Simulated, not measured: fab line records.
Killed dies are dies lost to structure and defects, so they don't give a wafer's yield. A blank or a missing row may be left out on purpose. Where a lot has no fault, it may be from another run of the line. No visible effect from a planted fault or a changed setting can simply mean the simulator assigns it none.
Chamber matching -- flow sky130 -- SKY_SPACER_ETCHBACK_02 on rie-diel-03 has 4 sister chambers
The step etches Si3N4 in CH3F/O2, stops on SiO2, time 46.7 s, target depth 45 nm. 18 wafers are shown with their chamber, then 9 later ones without.

WAFERS PAIRED WITH THEIR CHAMBERS
wafer,chamber,drypump-motor-current-A (A),oes-product-au (a.u.),throttle-valve-pct (%)
L114.1,2,5.0,0.868,10.557
L114.2,0,6.0,0.852,10.573
L114.6,2,5.0,0.858,10.551
L115.1,2,5.0,0.848,10.563
L115.3,3,6.0,0.849,10.560
L115.6,2,5.0,0.868,10.573
L116.2,1,5.1,0.863,10.562
L116.3,3,6.0,0.859,10.577
L116.6,1,5.1,0.861,10.561
L118.1,3,6.0,0.854,10.561
L118.2,1,5.1,0.853,10.571
L118.6,2,5.0,0.865,10.564
L121.1,1,5.1,0.857,10.567
L121.4,0,5.9,0.859,10.551
L121.5,2,5.0,0.861,10.577
L123.1,0,5.9,0.848,10.550
L123.3,3,6.0,0.847,10.573
L123.5,1,5.1,0.852,10.553

SIGNATURES (means of the wafers above)
reading,chamber 0,chamber 1,chamber 2,chamber 3,scatter within a chamber
drypump-motor-current-A,5.933,5.100,5.000,6.000,0.0218
oes-product-au,0.85300,0.85720,0.86133,0.85225,0.00617
throttle-valve-pct,10.55800,10.56280,10.56417,10.56775,0.0093
Rule: distance of a wafer from a chamber = root of the sum over the readings of ((wafer's reading minus chamber's mean) / reading's scatter) squared. The wafer belongs to the nearest chamber; if the next one is less than 2 further off, it can't be placed. The scatter: take each reading less its chamber's mean, square it, sum over the shown wafers, divide by the number of wafers less the number of chambers, and take the root.

WAFERS WITH NO CHAMBER GIVEN
wafer,drypump-motor-current-A (A),oes-product-au (a.u.),throttle-valve-pct (%)
L125.3,6.0,0.854,10.563
L125.4,6.0,0.854,10.559
L125.6,6.0,0.859,10.567
L126.4,5.0,0.860,10.563
L126.5,6.0,0.839,10.551
L126.6,6.0,0.845,10.550
L137.4,5.0,0.850,10.572
L137.5,5.0,0.849,10.566
L137.6,6.0,0.868,10.562

THE CHAMBER EACH PASSED THROUGH
wafer,from the rows above,in truth
L125.3,3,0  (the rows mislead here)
L125.4,3,3
L125.6,3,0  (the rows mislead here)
L126.4,2,2
L126.5,can't be placed: 3 or 0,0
L126.6,can't be placed: 3 or 0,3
L137.4,2,2
L137.5,2,2
L137.6,can't be placed: 3 or 0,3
Correctly placed: 4 of 9. These rows do not allow placing 3 (true chamber among the candidates in 3). Number placed wrongly: 2.
